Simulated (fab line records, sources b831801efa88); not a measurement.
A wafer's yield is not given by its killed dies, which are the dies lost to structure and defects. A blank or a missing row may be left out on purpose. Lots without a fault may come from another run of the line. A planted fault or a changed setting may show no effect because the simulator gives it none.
What tool caused it? | flow gf180mcu | 7 lots (21 wafers sampled), 1 step of a 602-step route

WHAT THE GAUGES SHOWED, per wafer
GF_DNWELL_TW_MEAS_09.
lot  | measured    | on            | DNWELL_TW
L339 | day 2 23:22 | film-metro-02 | 1354 1354 1352
L342 | day 3 15:20 | film-metro-02 | 1360 1363 1360
L345 | day 4 14:41 | film-metro-02 | 1347 1352 1351
L347 | day 4 19:26 | film-metro-02 | 1353 1357 1361
L356 | day 6 17:31 | film-metro-02 | 1359 1366 1366
L358 | day 7 04:50 | film-metro-02 | 1356 1352 1360
L360 | day 7 15:23 | film-metro-02 | 1372 1372 1368

EACH LOT AND THE TOOL THAT RAN IT (in order: tool; ch and the chambers of the sampled wafers; start)
The record holds no process step before these readings.

THE ANSWER, worked out from the rows above alone
Rule: usual is defined by the lots themselves. Put in order of their means at a reading, lots are off if they are a third of the lots or fewer, leave a main group of 4 or more, and stand apart from it by a gap of 3 or more times the standard deviation of the main group's means; of several such gaps the widest counts. If all means in a main group match to the digits the tables above print for the reading, that group is not used. A lot without any number at a reading at which 4 lots or more have one is off too. Any other lot the step has rows for is counted as sound.
No lot is off at any reading shown: from this, nothing can be told.

WHAT THE SIMULATOR HAD PUT IN
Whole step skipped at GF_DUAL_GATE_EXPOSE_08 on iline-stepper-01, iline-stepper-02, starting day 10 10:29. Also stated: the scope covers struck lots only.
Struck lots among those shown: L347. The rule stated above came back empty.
